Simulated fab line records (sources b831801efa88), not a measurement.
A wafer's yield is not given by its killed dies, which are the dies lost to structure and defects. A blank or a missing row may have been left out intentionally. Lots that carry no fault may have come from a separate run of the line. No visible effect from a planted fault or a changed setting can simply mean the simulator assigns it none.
Matching of chambers -- flow gf180mcu -- GF_M5_ETCH_09 on rie-diel-01: 4 sister chambers
The step etches Si3N4 in CF4/O2, target depth 52 nm, time 11.6 s. 7 wafers are shown with their chamber, then 7 later ones without.

== WAFERS PAIRED WITH THEIR CHAMBERS ==
wafer,chamber,oes-product-au (a.u.),throttle-valve-pct (%)
L351.1,3,1.010,5.980
L357.6,1,1.005,5.966
L363.6,1,0.988,5.976
L365.1,2,1.005,5.961
L365.5,0,1.009,5.965
L366.1,2,1.004,5.978
L366.3,0,1.003,5.970

== WAFERS MISSING THEIR CHAMBER ==
wafer,oes-product-au (a.u.),throttle-valve-pct (%)
L366.5,0.979,5.968
L368.2,1.016,5.993
L368.4,0.995,5.968
L368.5,0.993,5.965
L370.3,1.002,5.969
L370.4,1.019,5.963
L370.5,1.008,5.973

== CHAMBER TAKEN BY EACH ==
wafer,from the rows above,in truth
L366.5,can't be placed: 1 or 2 or 0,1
L368.2,can't be placed: 3 or 2 or 0 or 1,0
L368.4,can't be placed: 1 or 2 or 0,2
L368.5,can't be placed: 1 or 2 or 0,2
L370.3,can't be placed: 2 or 0 or 1 or 3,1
L370.4,can't be placed: 0 or 2 or 3 or 1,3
L370.5,can't be placed: 2 or 0 or 3 or 1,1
Correct placement for 0 of the 7. These rows do not allow placing 7 (true chamber among the candidates in 7). Wrongly placed: 0.
How it was worked out, from the rows above alone: a wafer's distance from a chamber is the root of the sum, over the readings, of the square of ((its reading less the chamber's mean) divided by the reading's scatter). If the next closest chamber is less than 2 further off than the closest, the wafer can't be placed; otherwise it belongs to the closest. Each chamber's mean is taken over the wafers shown for it. The scatter: the root of (the sum of the squares of (reading less its chamber's mean) over the shown wafers, divided by (wafers less chambers)).
